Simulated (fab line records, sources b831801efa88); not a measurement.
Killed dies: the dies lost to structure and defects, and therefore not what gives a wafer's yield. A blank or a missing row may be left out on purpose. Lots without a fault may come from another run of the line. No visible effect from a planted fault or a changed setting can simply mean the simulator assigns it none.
fab line records -- flow sky130
record lots=11, wafers=33, last-day=50
route steps=708 shown SD_P@359 LI_CONTACT@384 LOCAL_INTERCONNECT@389 PAD_OPEN@708
lots that met no fault: from a run of the same line without faults
start-h: start of the lot's first displayed wafer, in hours after the record's first day -- wait-h: how many hours have passed since the lot's step before this one -- " as in the row above -- L1.1+2: a row that stands for several wafers -- - either no value or no given start -- * or withheld: withheld -- < > ~ a bound
route shown NAME@n: NAME is a module with steps in the file, n the number in the route of the first one -- usual: average and standard deviation across the fault-free wafers -- same: alike in all rows -- chamber/n: place in a boat -- sites: each site's reading -- _std_site: the standard deviation of these -- _edge_site: the outer-site mean with the inner-site mean subtracted -- radius-mm: for every site, how far away it sits from the centre of the wafer -- mask NAME#n: copy n -- behind: the last tool/chamber to shape the wafer -- hold: what put the lot on hold/how long, in hours/how the hold closed -- device: which transistor (n, p or np) failed to switch -- end of line: tests run on the same wafers once the route is complete -- where a step has no rows: the recipe by itself -- killed: at the first sort, the dies lost to defects and structure; wafer yield is something else -- map: the dies of a wafer, with x for killed, . for not killed, _ for no die there
set.NAME: setting as actually run; set.NAME@STEP: the setting as run at that earlier step -- model.NAME: the simulator's own value behind a step, which no gauge read
one table for each step of the route and one row for each wafer, over a sample of lots
services: a tool's chamber out of use, with start hour (start-h, from the record's first day; less than 0 if before it), hours out, and reason
## steps
# step SKY_SD_N_RS_MEAS_17
# recipe thk-meas-gauge=four-point-probe
# usual SD_P_RS=146.1/0.37
lot.wafer,tool,chamber,start-h,wait-h,SD_P_RS[ohm/sq]
L644.1,film-metro-02,-,665.16,0.1,146.0
L644.4,film-metro-02,-,665.16,0.1,146.0
L644.6,film-metro-02,-,665.16,0.1,145.6
L646.2,film-metro-02,-,691.96,0.1,146.7
L646.5,film-metro-02,-,691.96,0.1,146.6
L646.6,film-metro-02,-,691.96,0.1,146.5
L648.1,film-metro-01,-,700.26,0.1,145.8
L648.4,film-metro-01,-,700.26,0.1,145.9
L648.5,film-metro-01,-,700.26,0.1,146.0
L649.1,film-metro-01,-,718.80,0.1,145.8
L649.2,film-metro-01,-,718.80,0.1,145.6
L649.6,film-metro-01,-,718.80,0.1,146.2
L657.1,film-metro-01,-,773.56,0.1,146.4
L657.2,film-metro-01,-,773.56,0.1,146.4
L657.5,film-metro-01,-,773.56,0.1,146.2
L660.2,film-metro-02,-,797.67,0.1,146.2
L660.4,film-metro-02,-,797.67,0.1,146.4
L660.5,film-metro-02,-,797.67,0.1,146.7
L659.1,film-metro-02,-,799.20,0.1,146.2
L659.3,film-metro-02,-,799.20,0.1,146.1
L659.5,film-metro-02,-,799.20,0.1,145.7
L661.1,film-metro-02,-,805.41,0.1,145.5
L661.4,film-metro-02,-,805.41,0.1,145.8
L661.5,film-metro-02,-,805.41,0.1,145.9
L663.1,film-metro-02,-,815.36,0.1,146.7
L663.2,film-metro-02,-,815.36,0.1,146.4
L663.4,film-metro-02,-,815.36,0.1,146.1
L664.1,film-metro-03,-,827.85,0.1,145.9
L664.2,film-metro-03,-,827.85,0.1,145.8
L664.5,film-metro-03,-,827.85,0.1,145.8
L665.2,film-metro-01,-,829.66,0.1,146.0
L665.4,film-metro-01,-,829.66,0.1,145.8
L665.5,film-metro-01,-,829.66,0.1,145.8
# step SKY_LI_CONTACT_RS_MEAS_22
# recipe thk-meas-gauge=four-point-probe, reads=W_of_LI_CONTACT_CVD_21+TiN_of_LI_CONTACT_SPUTTER_20+Ti_of_LI_CONTACT_SPUTTER_19
# usual LI_CONTACT_W_RS=0.304/0.003
lot.wafer,tool,chamber,start-h,wait-h,LI_CONTACT_W_RS[ohm/sq]
L644.1,film-metro-01,-,695.90,0.2,0.300
L644.4,film-metro-01,-,695.90,0.2,0.300
L644.6,film-metro-01,-,695.90,0.2,0.298
L646.2,film-metro-01,-,721.56,0.2,0.303
L646.5,film-metro-01,-,721.56,0.2,0.304
L646.6,film-metro-01,-,721.56,0.2,0.302
L648.1,film-metro-02,-,729.88,0.1,0.302
L648.4,film-metro-02,-,729.88,0.1,0.304
L648.5,film-metro-02,-,729.88,0.1,0.302
L649.1,film-metro-03,-,747.54,0.1,0.302
L649.2,film-metro-03,-,747.54,0.1,0.304
L649.6,film-metro-03,-,747.54,0.1,0.303
L657.1,film-metro-02,-,802.21,0.1,0.304
L657.2,film-metro-02,-,802.21,0.1,0.301
L657.5,film-metro-02,-,802.21,0.1,0.302
L660.2,film-metro-01,-,826.18,0.1,0.311
L660.4,film-metro-01,-,826.18,0.1,0.310
L660.5,film-metro-01,-,826.18,0.1,0.308
L659.1,film-metro-01,-,827.82,0.1,0.306
L659.3,film-metro-01,-,827.82,0.1,0.303
L659.5,film-metro-01,-,827.82,0.1,0.299
L661.1,film-metro-02,-,833.52,0.1,0.308
L661.4,film-metro-02,-,833.52,0.1,0.308
L661.5,film-metro-02,-,833.52,0.1,0.310
L663.1,film-metro-03,-,843.86,0.1,0.306
L663.2,film-metro-03,-,843.86,0.1,0.303
L663.4,film-metro-03,-,843.86,0.1,0.303
L664.1,film-metro-03,-,855.44,0.1,0.306
L664.2,film-metro-03,-,855.44,0.1,0.307
L664.5,film-metro-03,-,855.44,0.1,0.306
L665.2,film-metro-01,-,858.11,0.1,0.307
L665.4,film-metro-01,-,858.11,0.1,0.304
L665.5,film-metro-01,-,858.11,0.1,0.307
# step SKY_LOCAL_INTERCONNECT_THK_MEAS_02
# recipe thk-meas-gauge=xrf, reads=TiN_of_LOCAL_INTERCONNECT_SPUTTER_00
# usual LOCAL_INTERCONNECT_TIN_THK=99.1/1.2
lot.wafer,tool,chamber,start-h,wait-h,LOCAL_INTERCONNECT_TIN_THK[nm]
L644.1,film-metro-01,-,696.56,0.1,97.3
L644.4,film-metro-01,-,696.56,0.1,98.6
L644.6,film-metro-01,-,696.56,0.1,97.8
L648.1,film-metro-02,-,730.54,0.1,99.8
L648.4,film-metro-02,-,730.54,0.1,99.6
L648.5,film-metro-02,-,730.54,0.1,100.9
L646.2,film-metro-01,-,731.73,9.6,100.2
L646.5,film-metro-01,-,731.73,9.6,99.3
L646.6,film-metro-01,-,731.73,9.6,98.6
L649.1,film-metro-02,-,749.59,0.1,100.0
L649.2,film-metro-02,-,749.59,0.1,99.6
L649.6,film-metro-02,-,749.59,0.1,99.1
L657.1,film-metro-04,-,802.87,0.1,98.6
L657.2,film-metro-04,-,802.87,0.1,99.6
L657.5,film-metro-04,-,802.87,0.1,99.5
L660.2,film-metro-04,-,826.83,0.1,98.6
L660.4,film-metro-04,-,826.83,0.1,97.7
L660.5,film-metro-04,-,826.83,0.1,99.1
L659.1,film-metro-04,-,828.49,0.1,97.7
L659.3,film-metro-04,-,828.49,0.1,97.8
L659.5,film-metro-04,-,828.49,0.1,98.1
L661.1,film-metro-01,-,834.19,0.1,99.8
L661.4,film-metro-01,-,834.19,0.1,98.5
L661.5,film-metro-01,-,834.19,0.1,97.3
L663.1,film-metro-01,-,844.52,0.1,95.7
L663.2,film-metro-01,-,844.52,0.1,97.6
L663.4,film-metro-01,-,844.52,0.1,96.7
L664.1,film-metro-04,-,856.10,0.1,98.7
L664.2,film-metro-04,-,856.10,0.1,98.8
L664.5,film-metro-04,-,856.10,0.1,99.8
L665.2,film-metro-04,-,858.76,0.1,98.9
L665.4,film-metro-04,-,858.76,0.1,98.9
L665.5,film-metro-04,-,858.76,0.1,99.5
# step SKY_LOCAL_INTERCONNECT_METAL_ETCH_14
# recipe target-depth-nm=110, stop-on=PSG, chemistry=Cl2/BCl3, target=TiN, resist-sidewall-deg=88, pressure-mtorr=10, icp-w=900, bias-w=48.5, Cl2_flow_sccm=60, bcl3-flow-sccm=30, time-s=31.4
# usual bcl3-flow-sccm=30.00/0.088, bias-w=48.50/0.14, drypump-motor-current-A=6.13/0.23, oes-product-au=0.944/0.0074, throttle-valve-pct=21.899/0.01, time-s=31.4/0
lot.wafer,tool,chamber,start-h,wait-h,bcl3-flow-sccm,bias-w,drypump-motor-current-A,oes-product-au,rf-hours-counter-h,throttle-valve-pct,time-s
L644.1,rie-metal-04,1,724.90,0.1,30.03,48.37,6.31,0.940,4,21.888,31.4
L644.4,rie-metal-04,1,724.90,0.1,29.92,48.24,6.31,0.945,-,21.908,31.4
L644.6,rie-metal-04,1,724.90,0.1,29.98,48.59,6.31,0.940,-,21.895,31.4
L648.1,rie-metal-04,0,758.52,0.0,-,-,-,-,-,-,-
L648.4,rie-metal-04,0,758.52,0.0,-,-,-,-,-,-,-
L648.5,rie-metal-04,0,758.52,0.0,-,-,-,-,-,-,-
L646.2,rie-metal-02,1,759.22,0.0,-,-,-,-,-,-,-
L646.5,rie-metal-02,1,759.22,0.0,-,-,-,-,-,-,-
L646.6,rie-metal-02,0,759.22,0.0,-,-,-,-,-,-,-
L649.1,rie-metal-04,0,776.92,0.0,30.06,48.45,5.87,0.947,14,21.903,31.4
L649.2,rie-metal-04,1,776.92,0.0,29.88,48.31,6.29,0.942,5,21.878,31.4
L649.6,rie-metal-04,1,776.92,0.0,29.96,48.37,6.29,0.940,-,21.893,31.4
L657.1,rie-metal-04,1,829.91,0.1,29.92,48.73,6.31,0.936,7,21.903,31.4
L657.2,rie-metal-04,1,829.91,0.1,29.96,48.56,6.30,0.943,-,21.915,31.4
L657.5,rie-metal-04,1,829.91,0.1,29.92,48.56,6.30,0.946,-,21.907,31.4
L660.2,rie-metal-02,0,853.22,0.0,30.10,48.52,5.63,0.939,5,21.910,31.4
L660.4,rie-metal-02,0,853.22,0.0,29.97,48.30,5.67,0.943,-,21.911,31.4
L660.5,rie-metal-02,1,853.22,0.0,30.02,48.73,6.37,0.942,-,21.894,31.4
L659.1,rie-metal-02,0,854.18,0.0,29.90,48.41,5.62,0.930,5,21.907,31.4
L659.3,rie-metal-02,0,854.18,0.0,29.92,48.51,5.61,0.932,-,21.909,31.4
L659.5,rie-metal-02,0,854.18,0.0,29.87,48.49,5.63,0.936,-,21.909,31.4
L661.1,rie-metal-04,0,860.05,0.0,30.02,48.75,5.84,0.962,1,21.898,31.4
L661.4,rie-metal-04,1,860.05,0.0,30.18,48.57,6.30,0.946,-,21.888,31.4
L661.5,rie-metal-04,0,860.05,0.0,29.96,48.43,5.89,0.936,-,21.919,31.4
L663.1,rie-metal-04,0,870.97,0.0,30.06,48.52,5.87,0.923,2,21.916,31.4
L663.2,rie-metal-04,1,870.97,0.0,30.12,48.32,6.29,0.937,9,21.904,31.4
L663.4,rie-metal-04,1,870.97,0.0,30.06,48.35,6.30,0.934,-,21.888,31.4
L664.1,rie-metal-03,1,881.99,0.0,29.97,48.47,6.09,0.943,16,21.892,31.4
L664.2,rie-metal-03,0,881.99,0.0,30.00,48.46,6.20,0.937,0,21.905,31.4
L664.5,rie-metal-03,1,881.99,0.0,29.87,48.54,6.12,0.944,-,21.908,31.4
L665.2,rie-metal-02,1,884.90,0.1,29.83,48.49,6.38,0.953,-,21.889,31.4
L665.4,rie-metal-02,1,884.90,0.1,29.86,48.51,6.38,0.938,-,21.884,31.4
L665.5,rie-metal-02,1,884.90,0.1,29.97,48.60,6.37,0.951,-,21.914,31.4
# step SKY_LOCAL_INTERCONNECT_STRIP_15
# recipe chemistry=O2/N2, power-w=1400, pressure-mtorr=1500, platen-temp-c=withheld, o2-flow-sccm=3000, n2-flow-sccm=300, overash-fraction=0.5
# usual drypump-motor-current-A=5.6/0.36, oes-product-au=0.427/0.0043, strip-time-to-endpoint-s=4.733/0.023
lot.wafer,tool,chamber,start-h,wait-h,drypump-motor-current-A,oes-product-au,rf-hours-counter-h,strip-time-to-endpoint-s
L644.1,plasma-asher-04,0,725.00,0.1,5.3,0.432,90,4.724
L644.4,plasma-asher-04,1,725.00,0.1,5.7,0.425,-,4.718
L644.6,plasma-asher-04,0,725.00,0.1,5.3,0.425,-,4.711
L648.1,plasma-asher-04,0,758.57,0.0,5.3,0.442,94,5.210
L648.4,plasma-asher-04,1,758.57,0.0,5.7,0.451,-,5.214
L648.5,plasma-asher-04,1,758.57,0.0,5.7,0.444,-,5.199
L646.2,plasma-asher-04,0,759.27,0.0,5.3,0.447,94,5.156
L646.5,plasma-asher-04,0,759.27,0.0,5.3,0.451,-,5.184
L646.6,plasma-asher-04,1,759.27,0.0,5.7,0.442,-,5.186
L649.1,plasma-asher-04,0,776.97,0.0,5.3,0.422,96,4.743
L649.2,plasma-asher-04,1,776.97,0.0,5.7,0.427,96,4.741
L649.6,plasma-asher-04,0,776.97,0.0,5.3,0.427,-,4.737
L657.1,plasma-asher-04,1,830.01,0.1,5.7,0.430,101,4.795
L657.2,plasma-asher-04,0,830.01,0.1,5.3,0.427,101,4.783
L657.5,plasma-asher-04,0,830.01,0.1,5.3,0.428,-,4.770
L660.2,plasma-asher-04,1,853.27,0.0,5.7,0.429,103,4.763
L660.4,plasma-asher-04,0,853.27,0.0,5.3,0.432,-,4.766
L660.5,plasma-asher-04,1,853.27,0.0,5.7,0.429,-,4.740
L659.1,plasma-asher-01,1,854.24,0.0,5.2,0.425,43,4.746
L659.3,plasma-asher-01,1,854.24,0.0,5.2,0.422,-,4.749
L659.5,plasma-asher-01,1,854.24,0.0,5.1,0.427,-,4.755
L661.1,plasma-asher-01,1,860.10,0.0,5.2,0.435,43,4.757
L661.4,plasma-asher-01,1,860.10,0.0,5.2,0.432,-,4.773
L661.5,plasma-asher-01,0,860.10,0.0,6.3,0.430,-,4.775
L663.1,plasma-asher-02,1,871.02,0.0,6.2,0.431,71,4.716
L663.2,plasma-asher-02,0,871.02,0.0,5.7,0.425,71,4.750
L663.4,plasma-asher-02,1,871.02,0.0,6.3,0.424,-,4.762
L664.1,plasma-asher-02,1,882.04,0.0,6.2,0.433,72,4.713
L664.2,plasma-asher-02,0,882.04,0.0,5.7,0.423,72,4.699
L664.5,plasma-asher-02,1,882.04,0.0,6.3,0.423,-,4.718
L665.2,plasma-asher-02,1,884.98,0.1,6.2,0.430,72,4.718
L665.4,plasma-asher-02,0,884.98,0.1,5.7,0.433,-,4.736
L665.5,plasma-asher-02,1,884.98,0.1,6.2,0.426,-,4.737
# step SKY_PAD_OPEN_PROBE_99
# usual killed_at_M0_to_M3=42/6.3, killed_at_M4_up=2.8/1.9, killed-at-contacts=23/5.3, killed-at-front-end=16/4.3, killed-at-other=0.2/0.51, killed-dies=84/9.3, killed-on-rim=16/4.2, killed-open=46/7.6, killed-short=38/6.3
# same gross-dies=492, killed-at-back-side=0
lot.wafer,tool,chamber,start-h,wait-h,killed_at_M0_to_M3,killed_at_M4_up,killed-at-contacts,killed-at-front-end,killed-at-other,killed-dies,killed-on-rim,killed-open,killed-short
L644.1,prober-02,-,1094.18,0.1,30,1,27,10,0,68,11,34,34
L644.4,prober-02,-,1094.33,0.2,51,3,17,12,0,83,21,45,38
L644.6,prober-02,-,1094.43,0.2,34,6,21,15,1,77,16,33,44
L648.1,prober-01,-,1118.36,0.1,44,0,433,15,0,492,96,38,37
L648.4,prober-01,-,1118.51,0.2,46,2,425,19,0,492,96,40,49
L648.5,prober-01,-,1118.56,0.2,50,2,424,16,0,492,96,47,46
L646.2,prober-02,-,1118.78,0.1,55,3,422,12,0,492,96,49,36
L646.5,prober-02,-,1118.93,0.2,40,2,429,20,1,492,96,58,38
L646.6,prober-02,-,1118.98,0.2,44,4,432,12,0,492,96,50,27
L663.1,prober-01,-,1196.49,0.1,44,3,19,16,0,82,15,46,36
L663.2,prober-01,-,1196.54,0.1,33,4,28,18,0,83,9,54,29
L663.4,prober-01,-,1196.64,0.2,41,5,22,13,0,81,18,51,30
L664.1,prober-02,-,1202.19,0.1,42,9,18,19,0,88,17,45,43
L664.2,prober-02,-,1202.24,0.1,46,4,23,15,0,88,12,50,38
L664.5,prober-02,-,1202.39,0.2,37,8,19,14,3,81,11,37,44
# killed by level:class
L644.1 CONTACT:geometric-particle:open=13 VIA1:geometric-particle:open=8 LI_CONTACT:geometric-particle:open=5 POLY_GATE:geometric-particle:short=4 CONTACT:geometric-particle:short=4 METAL1:geometric-particle:short=4 VIA1:geometric-particle:short=4 METAL2:geometric-particle:short=4
L644.4 VIA1:geometric-particle:open=10 CONTACT:geometric-particle:open=8 VIA3:geometric-particle:open=8 METAL3:geometric-particle:short=5 METAL1:geometric-particle:short=5 VIA3:geometric-particle:short=5 VIA2:geometric-particle:open=4 LI_CONTACT:geometric-particle:short=3
L644.6 CONTACT:geometric-particle:short=8 VIA2:geometric-particle:short=8 LI_CONTACT:geometric-particle:open=7 VIA1:geometric-particle:short=5 VIA1:geometric-particle:open=4 VIA3:geometric-particle:open=4 METAL4:geometric-particle:short=4 FIELD_ISO:geometric-particle:open=3
L648.1 LOCAL_INTERCONNECT:area-etch=417 VIA1:geometric-particle:open=10 POLY_GATE:geometric-particle:short=6 CONTACT:geometric-particle:open=5 VIA1:geometric-particle:short=5 VIA3:geometric-particle:short=5 POLY_GATE:geometric-particle:open=4 LI_CONTACT:geometric-particle:open=4
L648.4 LOCAL_INTERCONNECT:area-etch=403 VIA1:geometric-particle:open=14 CONTACT:geometric-particle:open=9 METAL2:geometric-particle:short=9 POLY_GATE:geometric-particle:short=7 VIA1:geometric-particle:short=6 METAL1:geometric-particle:short=5 LI_CONTACT:geometric-particle:open=4
L648.5 LOCAL_INTERCONNECT:area-etch=399 VIA1:geometric-particle:open=15 CONTACT:geometric-particle:short=6 CONTACT:geometric-particle:open=6 POLY_GATE:geometric-particle:open=5 LI_CONTACT:geometric-particle:open=5 METAL1:geometric-particle:short=5 METAL2:geometric-particle:short=5
L646.2 LOCAL_INTERCONNECT:area-etch=407 VIA1:geometric-particle:open=12 VIA3:geometric-particle:open=9 METAL2:geometric-particle:short=8 VIA1:geometric-particle:short=5 LI_CONTACT:geometric-particle:open=5 CONTACT:geometric-particle:open=5 VIA2:geometric-particle:open=5
L646.5 LOCAL_INTERCONNECT:area-etch=396 CONTACT:geometric-particle:open=13 VIA2:geometric-particle:open=12 VIA1:geometric-particle:open=8 POLY_GATE:geometric-particle:open=7 LI_CONTACT:geometric-particle:open=7 LI_CONTACT:geometric-particle:short=5 VIA3:geometric-particle:open=5
L646.6 LOCAL_INTERCONNECT:area-etch=415 VIA1:geometric-particle:open=16 VIA3:geometric-particle:open=7 CONTACT:geometric-particle:open=6 LI_CONTACT:geometric-particle:open=5 FIELD_ISO:geometric-particle:open=3 CONTACT:geometric-particle:short=3 METAL1:geometric-particle:short=3
L663.1 VIA1:geometric-particle:open=11 CONTACT:geometric-particle:open=10 METAL1:geometric-particle:short=8 POLY_GATE:geometric-particle:open=5 VIA2:geometric-particle:open=5 VIA3:geometric-particle:open=5 FIELD_ISO:geometric-particle:short=4 METAL3:geometric-particle:short=4
L663.2 CONTACT:geometric-particle:open=11 VIA1:geometric-particle:open=10 POLY_GATE:geometric-particle:open=8 LI_CONTACT:geometric-particle:open=6 LOCAL_INTERCONNECT:geometric-particle:short=5 VIA2:geometric-particle:open=5 CONTACT:geometric-particle:short=4 METAL1:geometric-particle:short=4
L663.4 VIA1:geometric-particle:open=12 LI_CONTACT:geometric-particle:open=8 VIA2:geometric-particle:open=8 CONTACT:geometric-particle:open=7 POLY_GATE:geometric-particle:open=5 METAL1:geometric-particle:short=5 VIA3:geometric-particle:open=5 FIELD_ISO:geometric-particle:short=4
L664.1 FIELD_ISO:geometric-particle:open=10 METAL2:geometric-particle:short=10 CONTACT:geometric-particle:open=8 METAL4:geometric-particle:short=7 VIA1:geometric-particle:open=7 FIELD_ISO:geometric-particle:short=6 VIA2:geometric-particle:open=6 CONTACT:geometric-particle:short=4
L664.2 VIA3:geometric-particle:open=10 LI_CONTACT:geometric-particle:open=9 VIA1:geometric-particle:open=9 VIA2:geometric-particle:open=6 FIELD_ISO:geometric-particle:open=5 LOCAL_INTERCONNECT:geometric-particle:short=5 CONTACT:geometric-particle:open=5 VIA2:geometric-particle:short=5
L664.5 CONTACT:geometric-particle:open=7 VIA3:geometric-particle:open=7 FIELD_ISO:geometric-particle:open=6 CONTACT:geometric-particle:short=6 VIA1:geometric-particle:open=6 METAL4:geometric-particle:short=6 METAL2:geometric-particle:short=5 VIA2:geometric-particle:open=5
## services
tool,chamber,start-h,hours,kind
rie-metal-04,0,714.98,18.0,repair
rie-metal-02,0,729.35,-,clean
rie-metal-02,0,729.35,19.7,scheduled-down
rie-metal-02,0,729.35,19.7,vent-cycle
rie-metal-03,-,741.63,1.0,repair
rie-metal-04,0,800.38,23.9,repair
rie-metal-03,-,805.44,0.8,repair
rie-metal-02,1,815.47,-,clean
rie-metal-02,1,815.47,25.4,scheduled-down
rie-metal-02,1,815.47,25.4,vent-cycle
rie-metal-04,0,824.26,-,clean
rie-metal-04,0,824.26,18.1,scheduled-down
rie-metal-04,0,824.26,18.1,vent-cycle
plasma-asher-04,-,834.18,2.5,repair
plasma-asher-02,-,844.20,8.1,repair
rie-metal-03,0,847.66,-,clean
rie-metal-03,0,847.66,23.2,scheduled-down
rie-metal-03,0,847.66,23.2,vent-cycle
rie-metal-04,-,865.16,1.4,pm
rie-metal-03,-,867.09,0.2,repair
rie-metal-02,0,880.09,9.9,repair
## key
first-sign step=SKY_LOCAL_INTERCONNECT_METAL_ETCH_14, reading=tool-record, direction=missing
effect step=SKY_LOCAL_INTERCONNECT_STRIP_15, reading=strip-time-to-endpoint-s, direction=up, sigmas=20, usual=*, struck=*
effect step=SKY_PAD_OPEN_PROBE_99, reading=killed-at-contacts, direction=up, sigmas=77, usual=23, struck=428
more-kills-born-at SKY_LOCAL_INTERCONNECT_METAL_ETCH_14@rie-metal-04=1219, SKY_LOCAL_INTERCONNECT_METAL_ETCH_14@rie-metal-02=1218
met-at SKY_LOCAL_INTERCONNECT_METAL_ETCH_14
struck-lots L646,L648
later-rows-left-out L646.2,L646.5,L646.6,L648.1,L648.4,L648.5
tester-left-out L646,L648
not-acting-at SKY_SD_N_RS_MEAS_17,SKY_LI_CONTACT_RS_MEAS_22,SKY_LOCAL_INTERCONNECT_THK_MEAS_02
onset-between 724.90 758.52
fault kind=skipped-step-whole, tool=rie-metal-02,rie-metal-04, chamber=-, onset-h=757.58, steps=SKY_LOCAL_INTERCONNECT_METAL_ETCH_14, scope=struck-lots-only
# tester-left-out: of these lots the tester's yield and bins aren't shown, on N5 and GAA mostly nor the transistor test; their killed dies are dies lost to structure and defects alone, not to doping, threshold or leakage, so they don't give the yield
# later-rows-left-out: the simulator's readings of these wafers behind a module that went badly wrong aren't trusted and aren't shown, but for the sort
